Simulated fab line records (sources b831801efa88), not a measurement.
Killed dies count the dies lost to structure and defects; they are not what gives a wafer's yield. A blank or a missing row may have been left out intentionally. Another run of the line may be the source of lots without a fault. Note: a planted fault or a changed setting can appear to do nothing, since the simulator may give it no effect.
What tool caused it? || flow gf180mcu || Sampling: 11 lots, 33 wafers, 3 of 602 route steps

## WHAT EACH GAUGE READ, for each wafer
GF_V4_THK_MEAS_25: measures by xrf.
{"lot": "L615", "measured": "day 24 14:11", "on": "film_metro-02", "V4_W_THK (nm)": "347 344 339"}
{"lot": "L617", "measured": "day 25 15:32", "on": "film_metro-04", "V4_W_THK (nm)": "350 343 345"}
{"lot": "L621", "measured": "day 26 21:33", "on": "film_metro-03", "V4_W_THK (nm)": "339 338 336"}
{"lot": "L622", "measured": "day 27 07:13", "on": "film_metro-02", "V4_W_THK (nm)": "339 336 336"}
{"lot": "L623", "measured": "day 27 17:37", "on": "film_metro-04", "V4_W_THK (nm)": "334 347 340"}
{"lot": "L624", "measured": "day 28 07:39", "on": "film_metro-02", "V4_W_THK (nm)": "340 333 340"}
{"lot": "L630", "measured": "day 29 23:08", "on": "film_metro-02", "V4_W_THK (nm)": "334 340 337"}
{"lot": "L631", "measured": "day 30 02:12", "on": "film_metro-03", "V4_W_THK (nm)": "341 339 344"}
{"lot": "L633", "measured": "day 30 12:08", "on": "film_metro-02", "V4_W_THK (nm)": "351 348 348"}
{"lot": "L636", "measured": "day 31 04:31", "on": "film_metro-03", "V4_W_THK (nm)": "342 342 343"}
{"lot": "L637", "measured": "day 31 08:55", "on": "film_metro-02", "V4_W_THK (nm)": "337 337 339"}

## EACH LOT AND THE TOOL THAT RAN IT (in order: tool; ch and the chambers of the sampled wafers; start)
{"lot": "L615", "GF_V4_ETCH_17": "rie_diel-03 ch 1,2,3, day 24 13:50 or earlier", "GF_V4_SPUTTER_21": "pvd_sputter-02, day 24 13:50"}
{"lot": "L617", "GF_V4_ETCH_17": "rie_diel-01 ch 0,1, day 25 15:13 or earlier", "GF_V4_SPUTTER_21": "pvd_sputter-02, day 25 15:13"}
{"lot": "L621", "GF_V4_ETCH_17": "rie_diel-01 ch 0,1,3, day 26 21:12 or earlier", "GF_V4_SPUTTER_21": "pvd_sputter-03, day 26 21:12"}
{"lot": "L622", "GF_V4_ETCH_17": "rie_diel-02 ch 0,1,2, day 27 06:53 or earlier", "GF_V4_SPUTTER_21": "pvd_sputter-02, day 27 06:53"}
{"lot": "L623", "GF_V4_ETCH_17": "rie_diel-02 ch 0,3, day 27 17:16 or earlier", "GF_V4_SPUTTER_21": "pvd_sputter-04, day 27 17:16"}
{"lot": "L624", "GF_V4_ETCH_17": "rie_diel-03 ch 0,1, day 28 07:19 or earlier", "GF_V4_SPUTTER_21": "pvd_sputter-04, day 28 07:19"}
{"lot": "L630", "GF_V4_ETCH_17": "rie_diel-03 ch 0,1,3, day 29 22:48 or earlier", "GF_V4_SPUTTER_21": "pvd_sputter-03, day 29 22:48"}
{"lot": "L631", "GF_V4_ETCH_17": "rie_diel-02 ch 0,3, day 30 01:52 or earlier", "GF_V4_SPUTTER_21": "pvd_sputter-04, day 30 01:52"}
{"lot": "L633", "GF_V4_ETCH_17": "rie_diel-01 ch 0,1, day 30 11:49 or earlier", "GF_V4_SPUTTER_21": "pvd_sputter-03, day 30 11:49"}
{"lot": "L636", "GF_V4_ETCH_17": "rie_diel-01 ch 1,2, day 31 04:10 or earlier", "GF_V4_SPUTTER_21": "pvd_sputter-02, day 31 04:10"}
{"lot": "L637", "GF_V4_ETCH_17": "rie_diel-02 ch 0,2,3, day 31 08:35 or earlier", "GF_V4_SPUTTER_21": "pvd_sputter-02, day 31 08:35"}
- GF_V4_ETCH_17: etches SiO2 in C4F8/O2/Ar, stops on TiN, target depth 630 nm.
- GF_V4_SPUTTER_21: material Ti, target thk 15 nm, time 80.02 s.

## THE ANSWER, worked out from the rows above alone
Rule: the usual values come from the lots themselves. The widest of any qualifying gaps counts: lots, ordered by their means at a reading, are off when they make up no more than a third of the lots, leave a main group of 4 or more, and stand apart from it by 3 or more times the standard deviation of that group's means. A main group is skipped when, at the precision printed for the reading in the tables above, its means are all equal. A lot without any number at a reading at which 4 lots or more have one is off too. Where the step has rows for the other lots, those lots are counted as sound.
Across all readings shown, no lot is off: no conclusion can be drawn from this.

## WHAT HAD BEEN PUT IN BY THE SIMULATOR
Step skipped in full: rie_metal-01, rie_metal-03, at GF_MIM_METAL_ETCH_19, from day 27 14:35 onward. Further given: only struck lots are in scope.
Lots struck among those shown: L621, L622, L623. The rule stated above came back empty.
